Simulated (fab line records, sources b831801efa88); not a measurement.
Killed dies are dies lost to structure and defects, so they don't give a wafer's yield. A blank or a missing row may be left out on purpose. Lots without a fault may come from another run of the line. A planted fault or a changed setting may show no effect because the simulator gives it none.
Chamber matching | flow gf180mcu | GF_V5_CVD_02 on pecvd-04: 3 sister chambers
The step deposits SiO2 from TEOS, target thk 1450 nm, time 163.28 s. 3 wafers are shown with their chamber, then 7 later ones without.

WAFERS WITH THEIR CHAMBER
wafer  | chamber | heater_power_w (W)
L554.1 | 0       | 547
L559.4 | 1       | 582
L559.5 | 2       | 704

WAFERS WITHOUT THEIR CHAMBER
wafer  | heater_power_w (W)
L559.6 | 593
L561.3 | 511
L561.4 | 598
L561.5 | 490
L562.2 | 514
L562.4 | 559
L562.5 | 615

WHICH CHAMBER EACH WENT THROUGH
wafer  | from the rows above          | in truth
L559.6 | can't be placed: 1 or 0      | 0
L561.3 | can't be placed: 0 or 1      | 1
L561.4 | can't be placed: 1 or 0      | 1
L561.5 | can't be placed: 0 or 1      | 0
L562.2 | can't be placed: 0 or 1      | 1
L562.4 | can't be placed: 0 or 1      | 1
L562.5 | can't be placed: 1 or 0 or 2 | 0
Placed correctly: 0 of 7. Can't be placed from these rows: 7 (the true chamber is among the candidates in 7). Placed wrongly: 0.
How it was worked out, from the rows above alone: a wafer's distance from a chamber is the root of the sum, over the readings, of the square of ((its reading less the chamber's mean) divided by the reading's scatter). The wafer belongs to the nearest chamber; if the next one is less than 2 further off, it can't be placed. A chamber's mean is the mean of its shown wafers. The scatter: with one shown wafer a chamber, the root of the mean of the squares of how far each hidden wafer lies from its nearest shown one.
